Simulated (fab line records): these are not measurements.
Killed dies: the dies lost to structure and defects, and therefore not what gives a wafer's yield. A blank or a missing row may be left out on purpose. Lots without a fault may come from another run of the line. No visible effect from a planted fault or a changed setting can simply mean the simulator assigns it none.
Struck lot and sound lot, side by side | flow sky130 | 14 steps out of a route of 708
Sound: these wafers, L513.2, L513.3, L513.6. Wafers struck: L517.1, L517.2, L517.5. Last of all comes the cause.
Per side, at each step with rows, come the tool, then ch with its chambers, and then its first start. Under that, the readings that differ: sound wafers | struck wafers | difference of the means | sigmas: that difference in standard deviations of wafers without a fault.
alike: a reading whose means differ by less than 2 such deviations, as well as words and numbers matching on both sides. not compared: withheld readings; readings where some wafer has no value; bounds like >300 that might hide an equal value; numbers whose values overlap and for which the record gives no deviation.
The two part at a step that has a row with sigmas, a row that says differs or no value, or rows on one side only. Numbers that have no deviation but don't overlap get no sigmas and don't part them. A reading missing from all wafers of one side parts the sides only when that side holds two or more wafers.

SKY_PASSIVATION_CVD_02: deposits Si3N4, target thk 540 nm.
  sound on pecvd-02 ch 0,2, day 46 12:52; struck on pecvd-02 ch 0,1,2, day 47 14:38
  alike: heater power w
SKY_PASSIVATION_THK_MEAS_03:
  sound on film metro-04, day 46 13:06; struck on film metro-02, day 47 14:52
  alike: PASSIVATION_CVD_02_THK
then, 7 steps without rows for these wafers: SKY_PASSIVATION_DEHYDRATE_04 (time 60 s); SKY_PASSIVATION_HMDS_05 (prime time 60 s); SKY_PASSIVATION_COAT_06 (resist thk 3000 nm); SKY_PASSIVATION_SOFTBAKE_07; SKY_PASSIVATION_EXPOSE_08 (exposes mask NSM, target cd 3000 nm); SKY_PASSIVATION_PEB_09; SKY_PASSIVATION_DEVELOP_10 (develop time 60 s).
SKY_PASSIVATION_ETCH_11: etches the open film in CF4/O2, stops on AlCu, target depth 725 nm, time 161.1 s.
  sound on rie diel-02 ch 0,1,3, day 47 09:06; struck on rie diel-01 ch 0,2,3, day 48 10:24
  alike: drypump motor current A, oes product au, throttle valve pct
  not compared: rf hours counter h
SKY_PASSIVATION_STRIP_12: strips in O2/N2.
  sound on plasma asher-03 ch 0,1, day 47 09:12; struck on plasma asher-02 ch 0,1, day 48 10:30
  alike: drypump motor current A, oes product au, strip time to endpoint s
  not compared: rf hours counter h
then, 1 step without rows for these wafers: SKY_PAD_OPEN_DEHYDRATE_00 (time 60 s).
SKY_PAD_OPEN_HMDS_01: prime time 60 s.
  sound on litho track-02 ch 0, day 47 18:32; struck on litho track-03 ch 0, day 48 18:21
  reading          | sound                | struck               | difference | sigmas
  exhaust pa (Pa)  | 44.1 43.6 43.9       | 45.0 45.4 46.6       | +1.8       | +2
  prime temp c (C) | 119.98 119.88 119.92 | 119.36 119.07 119.14 | -0.74      | -6
then, 1 step without rows for these wafers: SKY_PAD_OPEN_COAT_02 (resist thk 3000 nm).

## WHERE THEY PART
At SKY_PAD_OPEN_HMDS_01 and nowhere else, as far as this record goes.

WHY: what had been put in by the simulator
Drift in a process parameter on litho track-03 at SKY_PAD_OPEN_HMDS_01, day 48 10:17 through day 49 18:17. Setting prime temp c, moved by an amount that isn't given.
